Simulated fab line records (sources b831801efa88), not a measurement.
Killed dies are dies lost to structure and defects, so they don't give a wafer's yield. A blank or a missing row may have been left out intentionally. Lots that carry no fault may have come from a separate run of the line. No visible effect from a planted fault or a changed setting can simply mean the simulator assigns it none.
The tool behind it: which one? | flow sky130 | 6 lots with 18 wafers sampled at 3 steps, on a route of 708 steps

WHAT THE GAUGES SHOWED, per wafer
SKY_LOCAL_INTERCONNECT_RS_MEAS_01: the measuring method here is four-point-probe.
lot  | measured     | on            | LOCAL_INTERCONNECT_TIN_RS (ohm/sq)
L126 | day 32 08:49 | film-metro-02 | 14.66 14.88 14.77
L128 | day 32 11:10 | film-metro-01 | 14.17 14.60 14.27
L137 | day 34 01:58 | film-metro-02 | 14.64 14.56 14.61
L140 | day 35 02:26 | film-metro-01 | 14.55 14.45 14.50
L142 | day 35 19:22 | film-metro-03 | 14.33 14.66 14.66
L144 | day 36 12:43 | film-metro-03 | 14.53 14.51 14.39

TOOL THAT RAN EACH LOT (tool first, then ch and the chambers of the sampled wafers, then the start)
lot  | SKY_LI_CONTACT_STRIP_16              | SKY_LI_CONTACT_CMP_24
L126 | plasma-asher-02 ch 1, day 32 07:41   | cmp-01 ch 0,2, day 32 08:28
L128 | plasma-asher-01 ch 0,1, day 32 10:03 | cmp-01 ch 0,1,3, day 32 10:48
L137 | plasma-asher-01 ch 0,1, day 34 00:51 | cmp-02 ch 0,1,3, day 34 01:38
L140 | plasma-asher-01 ch 0,1, day 35 01:20 | cmp-01 ch 0,1, day 35 02:05
L142 | plasma-asher-04 ch 0,1, day 35 18:14 | cmp-01 ch 2,3, day 35 18:59
L144 | plasma-asher-01 ch 1, day 36 11:37   | cmp-01 ch 0,2, day 36 12:24
- SKY_LI_CONTACT_STRIP_16: strips in O2/N2.
- SKY_LI_CONTACT_CMP_24: polishes, stops on PSG, t overpolish 20 s, target thk 0 nm.

THE ANSWER, worked out from the rows above alone
Rule: the lots themselves supply what counts as usual. Put in order of their means at a reading, lots are off if they are a third of the lots or fewer, leave a main group of 4 or more, and stand apart from it by a gap of 3 or more times the standard deviation of the main group's means; of several such gaps the widest counts. A main group whose means are all the same, to the digits that the tables above print for the reading, isn't used. A lot without any number at a reading at which 4 lots or more have one is off too. Where the step has rows for the other lots, those lots are counted as sound.
No lot is off on any of the readings shown, so nothing can be concluded from this.

WHAT HAD BEEN PUT IN BY THE SIMULATOR
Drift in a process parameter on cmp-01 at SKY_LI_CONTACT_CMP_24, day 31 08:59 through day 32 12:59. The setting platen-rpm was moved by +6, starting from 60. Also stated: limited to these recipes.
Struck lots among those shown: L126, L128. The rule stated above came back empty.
